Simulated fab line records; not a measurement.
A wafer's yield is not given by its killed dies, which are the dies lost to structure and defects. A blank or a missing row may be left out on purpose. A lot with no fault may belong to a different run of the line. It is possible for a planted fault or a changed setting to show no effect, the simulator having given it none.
Problem report, 8D (eight disciplines) form, completed by code	flow sky130	the parts of the form that need people (team, actions taken, sign-off) are left out

## 1. PROBLEM STATEMENT
Wafers with no fault read 25 with a standard deviation of 5.9, whereas killed-at-contacts at SKY_PAD_OPEN_PROBE_99 reads a mean of 100 on 1 wafer of 1 lot. That puts it +13 standard deviations away from the usual mean.
Earliest sighting: wafer L148.6 on prober-01 at day 48 07:08. The record has a number at this step for 39 wafers belonging to 13 lots. By rule, "out" or "out of limits" means more than 4 standard deviations away from the usual mean. All remaining wafers that have a number are taken as sound.

## 2. WHAT THIS IS AND IS NOT
question	is	is not
which readings at this step	killed-at-contacts, killed-dies, killed-on-rim	killed_at_M0_to_M3, killed_at_M4_up, killed-at-front-end, killed-at-other, killed-open, killed-short
which lots	L148	L138, L139, L140, L141, L143, L147, L155, L157, L158, L159, L160, L161
which wafers of those lots	L148.6	L148.1, L148.3
read on which tools	prober-01	prober-02
when	from day 48 07:08	up to then (20 sound wafers); but 18 sound wafers of L155, L157, L158, L159, L160, L161 came after

## 3. WHAT RULES OUT EACH SUSPECT
Counting: a tool at a process step up to the reading stays a suspect if it ran every lot that is out. Sound lots after the first of them don't rule it out here, since some wafers of a struck lot are sound.
- cmp-02 at SKY_CONTACT_CMP_04 (polishes SiO2): kept. The lot that is out, L148, ran on it at day 33 17:22; the last sound lot it ran before that was L143, at day 31 22:25.
- rie-diel-04 at SKY_METAL4_ETCH_17 (etches SiO2 in C4F8/O2/Ar, stops on TiN, time 3.9 s, target depth 15 nm): kept. The lot that is out, L148, ran on it at day 44 14:45; the last sound lot it ran before that was L147, at day 44 04:51.
- cmp-02 at SKY_VIA4_CMP_02 (polishes SiO2): kept. The lot that is out, L148, ran on it at day 44 15:47; the last sound lot it ran before that was L143, at day 43 03:57.
- pvd-sputter-04 at SKY_METAL5_SPUTTER_00 (material Ti, target thk 15 nm, time 10 s): kept. The lot that is out, L148, ran on it at day 45 14:58; the last sound lot it ran before that was L138, at day 43 00:59.
- prober-01 at SKY_PAD_OPEN_PROBE_99: kept. The lot that is out, L148, ran on it at day 48 06:53; the last sound lot it ran before that was L141, at day 46 15:26. Its own killed-at-contacts, killed-dies, killed-on-rim readings are out on those wafers.
- In cmp-02 at SKY_CONTACT_CMP_04, the wafers that are out were processed in chamber 0 and their sound lot-mates in chambers 2, 3.
- In rie-diel-04 at SKY_METAL4_ETCH_17, the wafers that are out were processed in chamber 3 and their sound lot-mates in chambers 0, 2.
- In cmp-02 at SKY_VIA4_CMP_02, the wafers that are out were processed in chamber 2 and their sound lot-mates in chambers 1, 3.
Left after counting: cmp-02 at SKY_CONTACT_CMP_04, rie-diel-04 at SKY_METAL4_ETCH_17, cmp-02 at SKY_VIA4_CMP_02, pvd-sputter-04 at SKY_METAL5_SPUTTER_00, prober-01 at SKY_PAD_OPEN_PROBE_99.

## 4. THE CAUSE (what the simulator had put in)
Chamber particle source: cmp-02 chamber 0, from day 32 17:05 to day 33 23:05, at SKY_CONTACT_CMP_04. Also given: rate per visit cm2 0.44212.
Of the 5 suspects that counting leaves, this tool is one.

## 5. THE EFFECT CHAIN, in route order
Rows list readings where the struck wafers' mean (over those with a number) sits beyond 3 standard deviations from the usual. Only readings whose record carries a usual standard deviation are examined. hours: median over the lots of the time between each lot's start at the first step of this table that gives one and its start at this step. sigmas: the change, counted in usual standard deviations.
hours	step	reading	usual	on struck wafers	change	sigmas
0	SKY_PAD_OPEN_PROBE_99	killed-at-contacts	25	100	+75	+13
0	SKY_PAD_OPEN_PROBE_99	killed-dies	87	163	+76	+8.8
0	SKY_PAD_OPEN_PROBE_99	killed-on-rim	17	35	+18	+5.0
The process steps in it:
- SKY_PAD_OPEN_PROBE_99

## 6. WHAT WOULD HAVE CAUGHT IT SOONER
First out-of-limits reading in this record: day 48 07:08, which is 374 hours after fault onset at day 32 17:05.
An alarm limit of 4 standard deviations would not have fired on the tool readings at SKY_CONTACT_CMP_04 for which the record gives a usual standard deviation, since none of them was out on any struck wafer.
By day 48 07:08, every lot that is out (1) had started SKY_CONTACT_CMP_04 on cmp-02. None of them would have been spared by holding the tool at that moment.
